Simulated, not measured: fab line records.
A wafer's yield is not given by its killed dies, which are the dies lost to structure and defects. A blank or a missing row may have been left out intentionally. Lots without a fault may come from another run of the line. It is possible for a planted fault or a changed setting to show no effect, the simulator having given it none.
fab line records ; flow sky130
record lots=12; wafers=36; last-day=50
route steps=708 shown FIELD_ISO@15 METAL4@635 VIA4@640 PASSIVATION@683 PAD_OPEN@708
lots that met no fault: taken from a fault-free run of the same line
start-h: hours from the record's opening day to when the first of the lot's shown wafers began ; wait-h: time in hours since the lot's previous step ; " as in the row above ; L1.1+2: several wafers, shown together as one row ; - no value present, or no start provided ; * or withheld: withheld ; < > ~ a bound
route shown NAME@n: names a module that has steps shown in the file, with the first one's number in the route ; usual: average and standard deviation across the fault-free wafers ; same: alike in all rows ; chamber/n: place in a boat ; sites: the reading at each site ; _std_site: their standard deviation ; _edge_site: mean of outer sites minus mean of inner sites ; radius-mm: how far each site lies from the wafer's centre ; mask NAME#n: copy n ; behind: tool/chamber where the wafer was last shaped ; hold: the reason the lot was held/the length of the hold in hours/how it ended ; device: which transistor (n, p or np) failed to switch ; end of line: tests of these same wafers at the route's end ; a step without rows: its recipe alone ; killed: at the first sort, the dies lost to defects and structure; wafer yield is something else ; map: a wafer's dies, x killed, . not, _ none there
set.NAME: setting as actually run; set.NAME@STEP: the setting as run at that earlier step ; model.NAME: the simulator's own value behind a step, which no gauge read
the route's steps for a sample of lots (tables are steps, rows are wafers)
services: when a tool's chamber went out of use (start-h, in hours from the record's first day, below 0 if earlier), for how many hours, and the reason
## steps
# step SKY_FIELD_ISO_ETCH_14
# recipe chemistry=N2/H2; target=BARC; ion-energy-ev=200; source-w=500; bias-w=100; pressure-mtorr=30; n2-flow-sccm=100; h2-flow-sccm=200; stop-on=SiO2; time-s=45.9; target-depth-a=600
# usual drypump-motor-current-A=6.0/0.38; oes-product-au=0.855/0.005; throttle-valve-pct=13.225/0.0093
lot.wafer;tool;chamber;start-h;wait-h;drypump-motor-current-A;oes-product-au;rf-hours-counter-h;throttle-valve-pct
L479.3;rie-diel-03;2;29.89;0.1;5.6;0.855;148;13.227
L479.5;rie-diel-03;0;29.89;0.1;6.2;0.847;-;13.223
L479.6;rie-diel-03;1;29.89;0.1;6.0;0.855;-;13.217
L481.1;rie-diel-03;3;39.57;0.1;6.5;0.860;27;13.208
L481.2;rie-diel-03;2;39.57;0.1;5.6;0.856;148;13.213
L481.6;rie-diel-03;3;39.57;0.1;6.5;0.858;-;13.227
L483.3;rie-diel-03;0;48.62;0.1;6.2;0.851;107;13.219
L483.5;rie-diel-03;0;48.62;0.1;6.2;0.845;-;13.218
L483.6;rie-diel-03;1;48.62;0.1;6.0;0.851;-;13.222
L484.2;rie-diel-03;3;56.54;0.1;6.5;0.846;27;13.214
L484.3;rie-diel-03;0;56.54;0.1;6.2;0.857;107;13.223
L484.5;rie-diel-03;1;56.54;0.1;6.0;0.856;-;13.228
L485.1;rie-diel-03;3;62.68;0.1;6.5;0.861;27;13.233
L485.2;rie-diel-03;1;62.68;0.1;6.0;0.852;117;13.238
L485.5;rie-diel-03;0;62.68;0.1;6.2;0.856;-;13.236
L486.1;rie-diel-03;2;65.84;0.1;5.6;0.847;149;13.236
L486.4;rie-diel-03;0;65.84;0.1;6.2;0.861;107;13.232
L486.6;rie-diel-03;1;65.84;0.1;6.0;0.852;-;13.208
L491.1;rie-diel-03;0;94.14;0.1;6.1;0.855;108;13.208
L491.4;rie-diel-03;3;94.14;0.1;6.5;0.851;28;13.217
L491.6;rie-diel-03;1;94.14;0.1;6.0;0.852;-;13.236
L492.2;rie-diel-04;0;96.62;0.1;6.3;0.855;155;13.209
L492.4;rie-diel-04;1;96.62;0.1;5.5;0.861;-;13.238
L492.6;rie-diel-04;0;96.62;0.1;6.3;0.858;-;13.221
L494.2;rie-diel-03;3;107.69;0.1;6.4;0.850;28;13.233
L494.3;rie-diel-03;2;107.69;0.1;5.6;0.848;149;13.233
L494.5;rie-diel-03;1;107.69;0.1;6.0;0.861;-;13.201
L496.1;rie-diel-04;0;116.12;0.1;6.2;0.854;155;13.230
L496.2;rie-diel-04;1;116.12;0.1;5.5;0.851;58;13.227
L496.4;rie-diel-04;2;116.12;0.1;5.5;0.859;0;13.227
L499.3;rie-diel-04;3;133.39;0.1;6.4;0.866;89;13.235
L499.4;rie-diel-04;0;133.39;0.1;6.2;0.853;156;13.219
L499.5;rie-diel-04;1;133.39;0.1;5.5;0.856;-;13.241
L501.2;rie-diel-04;0;144.74;0.1;6.3;0.855;156;13.226
L501.5;rie-diel-04;0;144.74;0.1;6.3;0.854;-;13.221
L501.6;rie-diel-04;3;144.74;0.1;6.4;0.857;-;13.227
# step SKY_METAL4_STRIP_19
# recipe chemistry=O2/N2; power-w=1400; pressure-mtorr=1500; platen-temp-c=withheld; o2-flow-sccm=3000; n2-flow-sccm=300; overash-fraction=0.5
# usual drypump-motor-current-A=5.7/0.42; oes-product-au=0.507/0.0046; strip-time-to-endpoint-s=6.64/0.063
lot.wafer;tool;chamber;start-h;wait-h;drypump-motor-current-A;oes-product-au;rf-hours-counter-h;strip-time-to-endpoint-s
L479.3;plasma-asher-02;1;978.36;0.1;5.8;0.507;-;6.58
L479.5;plasma-asher-02;1;978.36;0.1;5.7;0.497;-;6.54
L479.6;plasma-asher-02;0;978.36;0.1;5.9;0.504;-;6.53
L481.1;plasma-asher-03;0;998.73;0.1;5.3;0.507;26;6.65
L481.2;plasma-asher-03;1;998.73;0.1;5.3;0.504;26;6.67
L481.6;plasma-asher-03;1;998.73;0.1;5.3;0.505;-;6.65
L483.3;plasma-asher-02;1;1019.31;0.1;5.7;0.516;-;6.71
L483.5;plasma-asher-02;1;1019.31;0.1;5.7;0.522;-;6.72
L483.6;plasma-asher-02;0;1019.31;0.1;6.0;0.511;-;6.72
L485.1;plasma-asher-02;0;1029.03;0.1;5.9;0.507;97;6.59
L485.2;plasma-asher-02;1;1029.03;0.1;5.7;0.508;97;6.64
L485.5;plasma-asher-02;1;1029.03;0.1;5.7;0.496;-;6.55
L484.2;plasma-asher-02;1;1031.07;0.1;5.8;0.507;97;6.62
L484.3;plasma-asher-02;1;1031.07;0.1;5.8;0.516;-;6.65
L484.5;plasma-asher-02;1;1031.07;0.1;5.8;0.514;-;6.84
L486.1;plasma-asher-02;1;1032.55;0.1;5.7;0.503;97;6.59
L486.4;plasma-asher-02;1;1032.55;0.1;5.8;0.509;-;6.58
L486.6;plasma-asher-02;1;1032.55;0.1;5.8;0.508;-;6.58
L491.1;plasma-asher-03;0;1062.17;0.1;5.2;0.510;30;6.68
L491.4;plasma-asher-03;0;1062.17;0.1;5.2;0.500;-;6.62
L491.6;plasma-asher-03;0;1062.17;0.1;5.3;0.501;-;6.71
L492.2;plasma-asher-03;0;1063.93;0.1;5.2;0.505;30;6.52
L492.4;plasma-asher-03;0;1063.93;0.1;5.2;0.509;-;6.60
L492.6;plasma-asher-03;1;1063.93;0.1;5.3;0.506;-;6.59
L494.2;plasma-asher-03;1;1080.15;0.1;5.3;0.507;32;6.68
L494.3;plasma-asher-03;0;1080.15;0.1;5.2;0.507;-;6.61
L494.5;plasma-asher-03;0;1080.15;0.1;5.2;0.508;-;6.61
L496.1;plasma-asher-03;0;1091.90;0.1;5.2;0.511;33;6.71
L496.2;plasma-asher-03;1;1091.90;0.1;5.3;0.514;33;6.62
L496.4;plasma-asher-03;1;1091.90;0.1;5.3;0.506;-;6.58
L499.3;plasma-asher-01;1;1103.46;0.1;6.7;0.507;-;6.72
L499.4;plasma-asher-01;0;1103.46;0.1;5.8;0.502;-;6.64
L499.5;plasma-asher-01;1;1103.46;0.1;6.7;0.508;-;6.74
L501.2;plasma-asher-01;0;1129.35;0.1;5.8;0.504;6;6.60
L501.5;plasma-asher-01;0;1129.35;0.1;5.8;0.505;-;6.66
L501.6;plasma-asher-01;1;1129.35;0.1;6.8;0.500;-;6.60
# step SKY_VIA4_THK_MEAS_01
# recipe reads=SiO2_of_VIA4_HDPCVD_00
# usual VIA4_HDPCVD_THK=1732/18
lot.wafer;tool;chamber;start-h;wait-h;VIA4_HDPCVD_THK[nm]
L479.3;film-metro-01;-;979.12;0.1;1739
L479.5;film-metro-01;-;979.12;0.1;1759
L479.6;film-metro-01;-;979.12;0.1;1761
L481.1;film-metro-01;-;999.59;0.1;1764
L481.2;film-metro-01;-;999.59;0.1;1758
L481.6;film-metro-01;-;999.59;0.1;1747
L483.3;film-metro-04;-;1020.07;0.1;1729
L483.5;film-metro-04;-;1020.07;0.1;1760
L483.6;film-metro-04;-;1020.07;0.1;1754
L485.1;film-metro-03;-;1029.80;0.1;1745
L485.2;film-metro-03;-;1029.80;0.1;1744
L485.5;film-metro-03;-;1029.80;0.1;1743
L484.2;film-metro-03;-;1031.86;0.1;1697
L484.3;film-metro-03;-;1031.86;0.1;1683
L484.5;film-metro-03;-;1031.86;0.1;1700
L486.1;film-metro-03;-;1033.33;0.1;1748
L486.4;film-metro-03;-;1033.33;0.1;1708
L486.6;film-metro-03;-;1033.33;0.1;1730
L491.1;film-metro-01;-;1063.97;0.1;1726
L491.4;film-metro-01;-;1063.97;0.1;1715
L491.6;film-metro-01;-;1063.97;0.1;1731
L492.2;film-metro-04;-;1064.72;0.1;1732
L492.4;film-metro-04;-;1064.72;0.1;1748
L492.6;film-metro-04;-;1064.72;0.1;1732
L494.2;film-metro-03;-;1081.02;0.1;1722
L494.3;film-metro-03;-;1081.02;0.1;1720
L494.5;film-metro-03;-;1081.02;0.1;1719
L496.1;film-metro-03;-;1092.67;0.1;1709
L496.2;film-metro-03;-;1092.67;0.1;1723
L496.4;film-metro-03;-;1092.67;0.1;1712
L499.3;film-metro-01;-;1104.22;0.1;1722
L499.4;film-metro-01;-;1104.22;0.1;1726
L499.5;film-metro-01;-;1104.22;0.1;1716
L501.2;film-metro-01;-;1130.14;0.1;1730
L501.5;film-metro-01;-;1130.14;0.1;1742
L501.6;film-metro-01;-;1130.14;0.1;1727
# step SKY_PASSIVATION_CVD_02
# recipe material=Si3N4; target-thk-nm=540; temp-c=400; time-s=withheld; rf-w=450
# usual heater-power-outer-w=407/59; heater-power-w=691/96
lot.wafer;tool;chamber;start-h;wait-h;heater-power-outer-w;heater-power-w
L479.3;pecvd-02;2;1028.41;0.0;517;861
L479.5;pecvd-02;1;1028.41;0.0;361;619
L479.6;pecvd-02;0;1028.41;0.0;459;786
L481.1;pecvd-01;2;1047.67;0.1;424;723
L481.2;pecvd-01;0;1047.67;0.1;360;591
L481.6;pecvd-01;0;1047.67;0.1;370;610
L483.3;pecvd-04;0;1066.46;0.0;506;877
L483.5;pecvd-04;0;1066.46;0.0;385;718
L483.6;pecvd-04;2;1066.46;0.0;373;626
L485.1;pecvd-01;0;1073.91;0.1;366;617
L485.2;pecvd-01;2;1073.91;0.1;390;662
L485.5;pecvd-01;0;1073.91;0.1;277;489
L484.2;pecvd-04;1;1076.66;0.0;370;633
L484.3;pecvd-04;0;1076.66;0.0;486;834
L484.5;pecvd-04;1;1076.66;0.0;388;629
L486.1;pecvd-04;1;1079.31;0.1;364;619
L486.4;pecvd-04;1;1079.31;0.1;381;613
L486.6;pecvd-04;0;1079.31;0.1;477;833
L491.1;pecvd-04;1;1109.09;0.1;331;585
L491.4;pecvd-04;0;1109.09;0.1;449;824
L491.6;pecvd-04;1;1109.09;0.1;355;614
L492.2;pecvd-01;1;1110.12;0.0;326;584
L492.4;pecvd-01;2;1110.12;0.0;442;744
L492.6;pecvd-01;1;1110.12;0.0;345;621
L494.2;pecvd-04;2;1124.01;0.0;481;774
L494.3;pecvd-04;0;1124.01;0.0;507;877
L494.5;pecvd-04;1;1124.01;0.0;370;635
L496.1;pecvd-01;1;1135.92;0.1;375;675
L496.2;pecvd-01;2;1135.92;0.1;475;756
L496.4;pecvd-01;2;1135.92;0.1;493;776
L499.3;pecvd-04;2;1145.31;0.0;393;659
L499.4;pecvd-04;2;1145.31;0.0;424;707
L499.5;pecvd-04;1;1145.31;0.0;336;582
L501.2;pecvd-01;1;1170.46;0.0;369;646
L501.5;pecvd-01;1;1170.46;0.0;372;672
L501.6;pecvd-01;0;1170.46;0.0;285;490
# step SKY_PAD_OPEN_PROBE_99
# usual killed_at_M0_to_M3=44/7.1; killed_at_M4_up=3.5/2; killed-at-contacts=24/5.3; killed-at-front-end=15/4.8; killed-at-other=0.1/0.35; killed-dies=86/9.3; killed-open=47/7.8; killed-short=39/5.9
# same gross-dies=492; killed-at-back-side=0
lot.wafer;tool;chamber;start-h;wait-h;hold;killed_at_M0_to_M3;killed_at_M4_up;killed-at-contacts;killed-at-front-end;killed-at-other;killed-dies;killed-open;killed-short
L479.3;prober-01;-;1073.73;0.2;-;36;3;23;20;0;82;48;34
L479.5;prober-01;-;1073.83;0.2;-;35;4;21;27;1;88;51;37
L479.6;prober-01;-;1073.88;0.2;-;44;6;36;17;0;103;63;40
L481.1;prober-01;-;1092.44;0.1;-;40;3;28;8;0;79;46;33
L481.2;prober-01;-;1092.49;0.1;-;41;2;27;13;0;83;46;37
L481.6;prober-01;-;1092.69;0.2;-;43;5;23;8;0;79;51;28
L483.3;prober-02;-;1110.85;0.2;-;44;2;24;13;0;83;54;29
L483.5;prober-02;-;1110.95;0.2;-;49;2;21;21;0;93;45;48
L483.6;prober-02;-;1111.00;0.2;-;45;2;20;11;0;78;38;40
L485.1;prober-01;-;1117.58;0.1;-;41;8;21;13;0;83;44;39
L485.2;prober-01;-;1117.63;0.1;-;50;4;23;19;0;96;46;50
L485.5;prober-01;-;1117.78;0.2;-;32;6;24;19;0;81;44;37
L484.2;prober-02;-;1119.43;0.1;-;41;0;25;15;0;81;47;34
L484.3;prober-02;-;1119.48;0.2;-;44;5;21;14;0;84;48;36
L484.5;prober-02;-;1119.58;0.2;-;52;2;28;14;0;96;56;40
L486.1;prober-01;-;1122.83;0.1;-;30;0;25;14;1;70;43;27
L486.4;prober-01;-;1122.98;0.2;-;38;2;19;14;0;73;42;31
L486.6;prober-01;-;1123.08;0.2;-;37;2;32;13;1;85;50;35
L491.1;prober-02;-;1150.09;0.1;await-dispo/1.3h/release;49;4;16;67;0;136;37;46
L491.4;prober-02;-;1150.24;0.2;await-dispo/1.3h/release;36;5;29;60;0;130;45;32
L491.6;prober-02;-;1150.34;0.2;await-dispo/1.3h/release;46;2;29;69;0;146;53;36
L492.2;prober-01;-;1151.38;0.1;-;60;6;13;12;0;91;46;45
L492.4;prober-01;-;1151.48;0.2;-;43;5;19;16;0;83;44;39
L492.6;prober-01;-;1151.58;0.2;-;57;4;24;15;0;100;46;54
L494.2;prober-01;-;1162.59;0.1;await-dispo/2.0h/release;43;2;16;93;0;154;45;43
L494.3;prober-01;-;1162.64;0.2;await-dispo/2.0h/release;51;0;23;69;0;143;55;41
L494.5;prober-01;-;1162.74;0.2;await-dispo/2.0h/release;37;5;22;70;0;134;49;35
L496.1;prober-01;-;1174.43;0.1;-;39;2;25;13;0;79;43;36
L496.2;prober-01;-;1174.48;0.1;-;33;2;29;16;0;80;42;38
L496.4;prober-01;-;1174.58;0.2;-;39;5;33;16;0;93;52;41
L499.3;prober-02;-;1182.77;0.2;-;40;1;29;16;0;86;45;41
L499.4;prober-02;-;1182.82;0.2;-;45;5;28;9;0;87;41;46
L499.5;prober-02;-;1182.87;0.2;-;38;7;18;22;0;85;47;38
L501.2;prober-02;-;1204.09;0.1;-;49;2;25;14;1;91;55;36
L501.5;prober-02;-;1204.24;0.2;-;59;2;27;6;0;94;51;43
L501.6;prober-02;-;1204.29;0.2;-;54;4;24;14;0;96;49;47
# killed by level:class
L479.3 CONTACT:geometric-particle:open=12 VIA2:geometric-particle:open=7 FIELD_ISO:geometric-particle:short=6 VIA3:geometric-particle:open=6 METAL1:geometric-particle:short=5 LI_CONTACT:geometric-particle:open=4 VIA1:geometric-particle:short=4 VIA1:geometric-particle:open=4
L479.5 CONTACT:geometric-particle:open=9 FIELD_ISO:geometric-particle:short=7 VIA3:geometric-particle:open=7 POLY_GATE:geometric-particle:open=5 VIA1:geometric-particle:open=5 FIELD_ISO:geometric-particle:open=4 LI_CONTACT:geometric-particle:open=4 VIA2:geometric-particle:open=4
L479.6 CONTACT:geometric-particle:open=16 VIA3:geometric-particle:open=10 LI_CONTACT:geometric-particle:open=9 VIA2:geometric-particle:open=8 VIA1:geometric-particle:open=8 FIELD_ISO:geometric-particle:short=7 CONTACT:geometric-particle:short=5 LOCAL_INTERCONNECT:geometric-particle:short=4
L481.1 LI_CONTACT:geometric-particle:open=11 METAL1:geometric-particle:short=11 VIA3:geometric-particle:open=10 LOCAL_INTERCONNECT:geometric-particle:short=6 CONTACT:geometric-particle:open=6 VIA1:geometric-particle:open=6 VIA2:geometric-particle:open=5 POLY_GATE:geometric-particle:open=4
L481.2 CONTACT:geometric-particle:open=12 METAL1:geometric-particle:short=8 VIA1:geometric-particle:short=6 VIA1:geometric-particle:open=6 VIA3:geometric-particle:open=5 POLY_GATE:geometric-particle:open=4 LI_CONTACT:geometric-particle:open=4 VIA3:geometric-particle:short=4
L481.6 VIA1:geometric-particle:open=12 LI_CONTACT:geometric-particle:open=9 VIA2:geometric-particle:open=9 CONTACT:geometric-particle:open=6 VIA3:geometric-particle:open=6 METAL1:geometric-particle:short=5 POLY_GATE:geometric-particle:open=5 VIA1:geometric-particle:short=5
L483.3 VIA1:geometric-particle:open=15 CONTACT:geometric-particle:open=10 LI_CONTACT:geometric-particle:open=8 VIA2:geometric-particle:open=7 METAL2:geometric-particle:short=6 POLY_GATE:geometric-particle:open=5 METAL1:geometric-particle:short=5 VIA1:geometric-particle:short=4
L483.5 VIA1:geometric-particle:short=10 VIA1:geometric-particle:open=10 VIA3:geometric-particle:open=8 CONTACT:geometric-particle:open=6 LI_CONTACT:geometric-particle:open=6 FIELD_ISO:geometric-particle:open=5 POLY_GATE:geometric-particle:short=5 FIELD_ISO:geometric-particle:short=4
L483.6 METAL1:geometric-particle:short=10 CONTACT:geometric-particle:open=8 VIA2:geometric-particle:open=8 VIA1:geometric-particle:open=5 CONTACT:geometric-particle:short=4 LI_CONTACT:geometric-particle:open=4 VIA2:geometric-particle:short=4 METAL2:geometric-particle:short=4
L485.1 LI_CONTACT:geometric-particle:open=9 VIA1:geometric-particle:open=7 CONTACT:geometric-particle:open=6 VIA2:geometric-particle:open=6 METAL2:geometric-particle:short=5 METAL4:geometric-particle:short=5 FIELD_ISO:geometric-particle:short=4 LOCAL_INTERCONNECT:geometric-particle:short=4
L485.2 VIA1:geometric-particle:open=10 FIELD_ISO:geometric-particle:open=7 VIA2:geometric-particle:open=7 VIA3:geometric-particle:open=7 FIELD_ISO:geometric-particle:short=6 LI_CONTACT:geometric-particle:open=6 LI_CONTACT:geometric-particle:short=5 CONTACT:geometric-particle:open=5
L485.5 LI_CONTACT:geometric-particle:open=10 VIA1:geometric-particle:open=8 CONTACT:geometric-particle:open=6 FIELD_ISO:geometric-particle:open=5 METAL4:geometric-particle:short=5 VIA3:geometric-particle:open=4 POLY_GATE:geometric-particle:short=4 LOCAL_INTERCONNECT:geometric-particle:short=4
L484.2 VIA2:geometric-particle:open=10 CONTACT:geometric-particle:open=9 VIA1:geometric-particle:open=7 VIA3:geometric-particle:open=7 FIELD_ISO:geometric-particle:short=6 LOCAL_INTERCONNECT:geometric-particle:short=6 LI_CONTACT:geometric-particle:open=5 VIA1:geometric-particle:short=5
L484.3 VIA2:geometric-particle:open=14 VIA3:geometric-particle:open=7 CONTACT:geometric-particle:open=6 METAL2:geometric-particle:short=6 LI_CONTACT:geometric-particle:short=4 LOCAL_INTERCONNECT:geometric-particle:short=4 METAL1:geometric-particle:short=4 FIELD_ISO:geometric-particle:short=3
L484.5 VIA1:geometric-particle:open=17 LI_CONTACT:geometric-particle:open=10 VIA2:geometric-particle:open=9 FIELD_ISO:geometric-particle:open=6 CONTACT:geometric-particle:open=6 LOCAL_INTERCONNECT:geometric-particle:short=5 METAL1:geometric-particle:short=5 VIA1:geometric-particle:short=5
L486.1 VIA3:geometric-particle:open=9 CONTACT:geometric-particle:open=8 LI_CONTACT:geometric-particle:open=7 FIELD_ISO:geometric-particle:open=6 CONTACT:geometric-particle:short=4 METAL1:geometric-particle:short=4 VIA1:geometric-particle:open=4 POLY_GATE:geometric-particle:short=3
L486.4 LI_CONTACT:geometric-particle:open=10 METAL1:geometric-particle:short=9 VIA2:geometric-particle:open=7 VIA3:geometric-particle:open=7 POLY_GATE:geometric-particle:short=5 CONTACT:geometric-particle:open=5 VIA1:geometric-particle:open=5 POLY_GATE:geometric-particle:open=4
L486.6 CONTACT:geometric-particle:open=12 LI_CONTACT:geometric-particle:open=10 VIA1:geometric-particle:open=9 VIA1:geometric-particle:short=6 METAL1:geometric-particle:short=5 LOCAL_INTERCONNECT:geometric-particle:short=4 METAL2:geometric-particle:short=4 METAL3:geometric-particle:short=4
L491.1 FIELD_ISO:unspecified=53 VIA1:geometric-particle:open=10 VIA1:geometric-particle:short=8 CONTACT:geometric-particle:open=8 VIA2:geometric-particle:open=7 METAL2:geometric-particle:short=6 FIELD_ISO:geometric-particle:short=5 POLY_GATE:geometric-particle:short=5
L491.4 FIELD_ISO:unspecified=53 LI_CONTACT:geometric-particle:open=12 CONTACT:geometric-particle:open=8 VIA1:geometric-particle:open=7 VIA2:geometric-particle:open=6 METAL1:geometric-particle:short=5 LOCAL_INTERCONNECT:geometric-particle:short=4 CONTACT:geometric-particle:short=4
L491.6 FIELD_ISO:unspecified=57 CONTACT:geometric-particle:open=10 VIA1:geometric-particle:open=10 VIA3:geometric-particle:open=9 CONTACT:geometric-particle:short=6 VIA2:geometric-particle:open=6 LI_CONTACT:geometric-particle:open=5 METAL1:geometric-particle:short=5
L492.2 VIA1:geometric-particle:open=19 VIA3:geometric-particle:open=9 METAL1:geometric-particle:short=7 METAL4:geometric-particle:short=6 VIA1:geometric-particle:short=6 CONTACT:geometric-particle:short=5 METAL2:geometric-particle:short=5 VIA2:geometric-particle:open=5
L492.4 METAL1:geometric-particle:short=11 VIA1:geometric-particle:open=9 CONTACT:geometric-particle:open=8 VIA2:geometric-particle:open=7 FIELD_ISO:geometric-particle:open=6 POLY_GATE:geometric-particle:short=5 CONTACT:geometric-particle:short=5 VIA1:geometric-particle:short=5
L492.6 VIA1:geometric-particle:open=12 CONTACT:geometric-particle:open=9 VIA3:geometric-particle:open=8 METAL3:geometric-particle:short=7 LOCAL_INTERCONNECT:geometric-particle:short=6 METAL1:geometric-particle:short=6 POLY_GATE:geometric-particle:short=5 VIA3:geometric-particle:short=5
L494.2 FIELD_ISO:unspecified=66 VIA1:geometric-particle:open=9 POLY_GATE:geometric-particle:short=7 CONTACT:geometric-particle:open=6 METAL1:geometric-particle:short=6 FIELD_ISO:geometric-particle:short=5 FIELD_ISO:geometric-particle:open=5 LI_CONTACT:geometric-particle:open=5
L494.3 FIELD_ISO:unspecified=47 VIA1:geometric-particle:open=13 METAL2:geometric-particle:short=11 CONTACT:geometric-particle:open=10 LI_CONTACT:geometric-particle:open=7 POLY_GATE:geometric-particle:open=6 FIELD_ISO:geometric-particle:short=5 CONTACT:geometric-particle:short=5
L494.5 FIELD_ISO:unspecified=50 VIA1:geometric-particle:open=12 LI_CONTACT:geometric-particle:open=8 VIA3:geometric-particle:open=7 FIELD_ISO:geometric-particle:short=5 LOCAL_INTERCONNECT:geometric-particle:short=5 CONTACT:geometric-particle:open=5 METAL1:geometric-particle:short=5
L496.1 LI_CONTACT:geometric-particle:open=8 CONTACT:geometric-particle:open=8 VIA1:geometric-particle:short=8 VIA3:geometric-particle:open=7 VIA1:geometric-particle:open=6 VIA2:geometric-particle:open=6 FIELD_ISO:geometric-particle:short=4 CONTACT:geometric-particle:short=4
L496.2 CONTACT:geometric-particle:open=11 LI_CONTACT:geometric-particle:open=8 VIA1:geometric-particle:open=8 METAL2:geometric-particle:short=8 VIA2:geometric-particle:open=7 FIELD_ISO:geometric-particle:short=5 POLY_GATE:geometric-particle:short=5 LOCAL_INTERCONNECT:geometric-particle:short=4
L496.4 CONTACT:geometric-particle:open=14 VIA3:geometric-particle:open=9 VIA1:geometric-particle:open=9 LI_CONTACT:geometric-particle:open=6 METAL1:geometric-particle:short=6 FIELD_ISO:geometric-particle:open=5 FIELD_ISO:geometric-particle:short=5 LOCAL_INTERCONNECT:geometric-particle:short=5
L499.3 VIA1:geometric-particle:open=11 CONTACT:geometric-particle:open=9 CONTACT:geometric-particle:short=6 VIA2:geometric-particle:open=6 LI_CONTACT:geometric-particle:open=5 LI_CONTACT:geometric-particle:short=5 METAL2:geometric-particle:short=5 POLY_GATE:geometric-particle:short=4
L499.4 CONTACT:geometric-particle:short=9 VIA1:geometric-particle:open=9 VIA2:geometric-particle:open=9 CONTACT:geometric-particle:open=7 VIA2:geometric-particle:short=6 METAL2:geometric-particle:short=6 VIA3:geometric-particle:open=6 LI_CONTACT:geometric-particle:open=5
L499.5 VIA1:geometric-particle:open=9 VIA2:geometric-particle:open=8 FIELD_ISO:geometric-particle:short=7 LI_CONTACT:geometric-particle:open=7 FIELD_ISO:geometric-particle:open=6 METAL4:geometric-particle:short=6 VIA1:geometric-particle:short=6 CONTACT:geometric-particle:open=5
L501.2 VIA1:geometric-particle:open=12 LI_CONTACT:geometric-particle:open=8 CONTACT:geometric-particle:open=7 CONTACT:geometric-particle:short=7 VIA2:geometric-particle:open=7 VIA3:geometric-particle:open=6 VIA1:geometric-particle:short=5 METAL2:geometric-particle:short=5
L501.5 VIA1:geometric-particle:open=14 VIA2:geometric-particle:open=13 LI_CONTACT:geometric-particle:open=8 CONTACT:geometric-particle:open=8 CONTACT:geometric-particle:short=6 LI_CONTACT:geometric-particle:short=5 METAL1:geometric-particle:short=5 VIA1:geometric-particle:short=5
L501.6 VIA1:geometric-particle:open=13 VIA2:geometric-particle:open=10 CONTACT:geometric-particle:open=7 VIA1:geometric-particle:short=7 METAL1:geometric-particle:short=6 VIA3:geometric-particle:open=6 CONTACT:geometric-particle:short=5 FIELD_ISO:geometric-particle:short=4
## services
tool;chamber;start-h;hours;kind
rie-diel-03;0;178.24;13.0;repair
pecvd-04;0;193.87;23.4;repair
pecvd-04;2;226.71;3.6;repair
pecvd-04;-;233.45;0.2;repair
rie-diel-03;-;250.30;0.2;repair
pecvd-04;-;268.35;1.1;repair
rie-diel-03;3;273.98;10.0;repair
rie-diel-03;2;278.12;8.1;repair
rie-diel-03;0;284.43;5.3;repair
rie-diel-03;2;308.17;6.5;repair
rie-diel-03;1;314.82;4.7;repair
pecvd-04;2;333.35;6.6;repair
rie-diel-03;-;382.29;2.8;pm
rie-diel-03;0;395.69;2.5;repair
rie-diel-03;-;594.74;14.6;pm
rie-diel-03;1;698.89;4.3;repair
rie-diel-03;2;765.72;4.8;repair
rie-diel-03;0;992.67;10.2;repair
rie-diel-03;-;994.00;24.8;repair
rie-diel-03;-;1016.12;1.1;repair
rie-diel-03;-;1024.45;0.3;repair
rie-diel-03;2;1043.04;19.6;repair
rie-diel-03;2;1065.29;9.8;repair
rie-diel-03;-;1074.38;4.3;pm
## key
first-sign step=SKY_PAD_OPEN_PROBE_99; reading=killed-at-front-end; direction=up; sigmas=12; usual=15; struck=71
effect step=SKY_PAD_OPEN_PROBE_99; reading=killed-dies; direction=up; sigmas=5.8; usual=86; struck=140
met-at SKY_FIELD_ISO_ETCH_14
struck-lots L491,L494
tester-left-out L491,L494
not-acting-at SKY_METAL4_STRIP_19,SKY_VIA4_THK_MEAS_01,SKY_PASSIVATION_CVD_02
onset-between 65.84 94.14
fault kind=chamber-particle-source; tool=rie-diel-03; chamber=-; onset-h=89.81; steps=SKY_FIELD_ISO_ETCH_14; rate-per-visit-cm2=0.94895; end-h=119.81
# tester-left-out: of these lots the tester's yield and bins aren't shown, on N5 and GAA mostly nor the transistor test; their killed dies are dies lost to structure and defects alone, not to doping, threshold or leakage, so they don't give the yield
